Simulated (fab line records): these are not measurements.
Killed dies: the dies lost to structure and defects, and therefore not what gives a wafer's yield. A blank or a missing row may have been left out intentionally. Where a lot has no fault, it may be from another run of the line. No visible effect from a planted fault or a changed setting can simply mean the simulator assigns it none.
Split-lot experiment ; flow sfqLine ; 5 wafers read across 2 lots, on a route 325 steps long

== ABOUT THE SPLIT ==
At SFQ_TRILAYER_I5_BARC_OPEN_VIA_ETCH_200 (etches BARC in O2, target depth 125 nm, time 41.7 s), the setting pressureMtorr was moved away from the recipe's 30 mTorr on 2 of the 5 wafers read, by +5.2%. All remaining wafers had this setting at the recipe value.

The split's own step is where the reading is taken.

== THE READING ==
etch.depthNm (the simulator's own value, which no gauge read), in nm, at SFQ_TRILAYER_I5_BARC_OPEN_VIA_ETCH_200 (etches BARC in O2, target depth 125 nm, time 41.7 s). The file gives no usual value for it. Across the 3 wafers here that went through the recipe, the average is 62.31 nm and the standard deviation 0.034 nm.

wafer;tool, chamber at the split;pressureMtorr as run, mTorr;against the recipe;etch.depthNm, nm;against lot-mates on the recipe
L077.1;rieDiel-01, 1;30;recipe;62.34;-
L077.2;rieDiel-01, 3;30;recipe;62.26;-
L077.3;rieDiel-01, 2;30;recipe;62.32;-
L083.1;rieDiel-04, 1;31.55;+5.2%;61.19;no lot-mate on the recipe
L083.5;rieDiel-04, 3;31.55;+5.2%;61.01;no lot-mate on the recipe

THE FIT
A straight line over all 5 wafers: etch.depthNm changes by -0.234 nm for each +1% of pressureMtorr; r = -0.99; the points scatter about the line by 0.081 nm.
Too few moved wafers have a lot-mate on the recipe to fit a line with each lot's own level taken away.

== FILE'S OWN FIT ==
etch.depthNm changes by -0.234 nm for each +1% of pressureMtorr, r = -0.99.
